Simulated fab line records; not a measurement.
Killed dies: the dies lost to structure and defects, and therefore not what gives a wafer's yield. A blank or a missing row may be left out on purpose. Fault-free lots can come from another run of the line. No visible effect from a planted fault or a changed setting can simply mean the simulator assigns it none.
Struck lot and sound lot, side by side || flow sfqLine || 24 out of 325 route steps
Sound: wafers L342.3, L342.5, L342.6. The struck wafers were L332.1, L332.2, L332.3. The cause comes at the end.
For every step that has rows: the tool of each side, followed by ch and its chambers, followed by its first start. Under that, the readings that differ: sound wafers || struck wafers || difference of the means || sigmas: that difference in standard deviations of wafers without a fault.
alike: same words and numbers on both sides, and readings whose means sit less than 2 such deviations apart. not compared: any withheld reading, any reading some wafer has no value for, any bound like >300 that may hide the same value, and any number with overlapping values for which the record gives no deviation.
The two part at a step that has a row with sigmas, a row that says differs or no value, or rows on one side only. Numbers that don't overlap but have no deviation are shown without sigmas and don't part them. A reading missing from all wafers of one side parts the sides only when that side holds two or more wafers.

first, 6 steps without rows for these wafers: SFQ_TRILAYER_C5_LITHO_COAT_156 (resist thk 62 nm); SFQ_TRILAYER_C5_LITHO_COAT_151 (resist thk 650 nm); SFQ_TRILAYER_C5_LITHO_SOFTBAKE_155; SFQ_TRILAYER_C5_LITHO_EXPOSE_152 (exposes mask C5, target cd 500 nm); SFQ_TRILAYER_C5_LITHO_PEB_154 (peb time 60 s); SFQ_TRILAYER_C5_LITHO_DEVELOP_153 (time 60 s).
SFQ_C5_OVL_MEAS_937:
  struck on overlay-01, day 75 09:39; sound on overlay-01, day 77 23:10
  alike: C5_OVL
SFQ_TRILAYER_C5_BARC_OPEN_VIA_ETCH_210: etches BARC in O2, target depth 125 nm, time 41.7 s.
  sound on rieDiel-02 ch 0,3, day 77 23:12; struck on rieDiel-04 ch 0,1,2, day 75 09:41
  alike: drypumpMotorCurrentA, oesProductAu
  not compared: rfHoursCounterH
SFQ_TRILAYER_C5_ETCH_VIA_ETCH_154: etches SiO2 in CHF3, stops on Nb, target depth 84 nm.
  sound on rieDiel-02 ch 0,3, day 77 23:14; struck on rieDiel-04 ch 0,1,2, day 75 09:44
  alike: drypumpMotorCurrentA, oesProductAu
SFQ_TRILAYER_C5_STRIP_STRIP_155: strips in O2.
  sound on rieMetal-01 ch 0,1, day 77 23:29; struck on rieMetal-02 ch 0,1, day 75 09:46
  alike: drypumpMotorCurrentA, oesProductAu
  not compared: rfHoursCounterH
then, 2 steps without rows for these wafers: SFQ_TRILAYER_C5_STRIP_SOLV_CLEAN_156 (cleans in NMP, time 600 s); SFQ_TRILAYER_M6_DEP_PRE_CLEAN_158 (time 22.5 s).
SFQ_TRILAYER_M6_DEP_SPUTTER_157: material Nb, target thk 200 nm, time 133.3 s.
  struck on pvdSputter-05, day 75 10:50; sound on pvdSputter-04, day 78 00:18
  alike: throttleValvePct
SFQ_M6_RS_MEAS_938: measurement is done with a four-point probe.
  struck on filmMetro-02, day 75 10:56; sound on filmMetro-01, day 78 00:26
{"reading": "M6_NB_RS (ohm/sq)", "sound": "0.883 0.889 0.880", "struck": "0.439 0.434 0.438", "difference": -0.447, "sigmas": -48}
then, 6 steps without rows for these wafers: SFQ_TRILAYER_M6_LITHO_COAT_164 (resist thk 62 nm); SFQ_TRILAYER_M6_LITHO_COAT_159 (resist thk 600 nm); SFQ_TRILAYER_M6_LITHO_SOFTBAKE_163; SFQ_TRILAYER_M6_LITHO_EXPOSE_160 (exposes mask M6, target cd 500 nm); SFQ_TRILAYER_M6_LITHO_PEB_162 (peb time 60 s); SFQ_TRILAYER_M6_LITHO_DEVELOP_161 (time 60 s).
-- the record jumps here: 5 days lie between the struck wafers' starts before and after --
SFQ_M6_OVL_MEAS_940:
  struck on overlay-01, day 80 10:09; sound on overlay-01, day 81 20:47
  alike: M6_OVL
SFQ_TRILAYER_M6_BARC_OPEN_METAL_ETCH_206: etches BARC in O2, target depth 125 nm, time 41.7 s.
  sound on rieMetal-04 ch 0,1, day 81 20:50; struck on rieMetal-04 ch 0,1, day 80 10:11
  alike: drypumpMotorCurrentA, oesProductAu
  not compared: rfHoursCounterH
SFQ_TRILAYER_M6_ETCH_METAL_ETCH_162: etches Nb in Cl2/Ar, stops on SiO2, target depth 240 nm, time 120 s.
  sound on rieMetal-04 ch 0,1, day 81 20:55; struck on rieMetal-04 ch 0,1, day 80 10:14
{"reading": "oesProductAu (a.u.)", "sound": "0.893 0.896 0.896", "struck": "1.000 1.011 0.989", "difference": "+0.105", "sigmas": "+15"}
{"reading": "model.M6.featureDepthNm (nm)", "sound": "201.7 200.7 203.3", "struck": "236.4 245.3 235.2", "difference": "+37.1", "sigmas": ""}
{"reading": "model.etch.depthNm (nm)", "sound": "201.7 200.7 203.3", "struck": "236.4 245.3 235.2", "difference": "+37.1", "sigmas": ""}
  alike: drypumpMotorCurrentA
  not compared: rfHoursCounterH
SFQ_TRILAYER_M6_STRIP_STRIP_163: strips in O2.
  sound on rieMetal-04 ch 0,1, day 81 21:11; struck on rieMetal-04 ch 0,1, day 80 10:22
  alike: drypumpMotorCurrentA, oesProductAu
  not compared: rfHoursCounterH

== WHERE THEY PART ==
First at SFQ_M6_RS_MEAS_938; last, within this record, at SFQ_TRILAYER_M6_ETCH_METAL_ETCH_162. Later steps at which nothing parts them and some readings are alike: SFQ_TRILAYER_M6_STRIP_STRIP_163.

WHY: whatever the simulator had introduced
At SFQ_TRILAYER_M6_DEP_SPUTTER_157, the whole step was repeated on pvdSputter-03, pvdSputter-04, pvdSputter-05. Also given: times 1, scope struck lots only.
